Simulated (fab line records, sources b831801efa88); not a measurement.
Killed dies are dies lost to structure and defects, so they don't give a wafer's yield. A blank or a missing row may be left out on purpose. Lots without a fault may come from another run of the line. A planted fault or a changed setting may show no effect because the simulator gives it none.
Chamber matching | flow sky130 | SKY_CONTACT_HDPCVD_02 on hdpcvd-01: 3 sister chambers
The step deposits SiO2, target thk 565 nm, time 94.2 s. 14 wafers are shown with their chamber, then 7 later ones without.

WAFERS WITH THEIR CHAMBER
wafer  | chamber | run_length_s (s)
L914.2 | 2       | 122.7
L914.4 | 1       | 122.1
L914.6 | 2       | 122.3
L916.2 | 2       | 122.5
L916.4 | 0       | 122.7
L916.6 | 1       | 122.7
L917.1 | 1       | 122.1
L917.3 | 0       | 122.3
L917.5 | 0       | 121.7
L918.1 | 2       | 122.5
L918.5 | 0       | 122.3
L918.6 | 2       | 122.3
L919.5 | 2       | 122.7
L919.6 | 0       | 121.9

SIGNATURES (means of the wafers above)
reading      | chamber 0 | chamber 1 | chamber 2 | scatter within a chamber
run_length_s | 122.180   | 122.300   | 122.500   | 0.303
Rule: a wafer's distance from a chamber is the root of the sum, over the readings, of the square of ((its reading less the chamber's mean) divided by the reading's scatter). The wafer belongs to the nearest chamber; if the next one is less than 2 further off, it can't be placed. The scatter: the root of (the sum of the squares of (reading less its chamber's mean) over the shown wafers, divided by (wafers less chambers)).

WAFERS WITHOUT THEIR CHAMBER
wafer  | run_length_s (s)
L922.2 | 121.7
L922.3 | 120.3
L922.5 | 122.5
L923.2 | 122.1
L930.1 | 123.1
L930.3 | 121.7
L930.6 | 122.6

WHICH CHAMBER EACH WENT THROUGH
wafer  | from the rows above          | in truth
L922.2 | can't be placed: 0 or 1 or 2 | 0
L922.3 | can't be placed: 0 or 1 or 2 | 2
L922.5 | can't be placed: 2 or 1 or 0 | 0
L923.2 | can't be placed: 0 or 1 or 2 | 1
L930.1 | can't be placed: 2 or 1 or 0 | 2
L930.3 | can't be placed: 0 or 1 or 2 | 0
L930.6 | can't be placed: 2 or 1 or 0 | 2
Placed correctly: 0 of 7. Can't be placed from these rows: 7 (the true chamber is among the candidates in 7). Placed wrongly: 0.
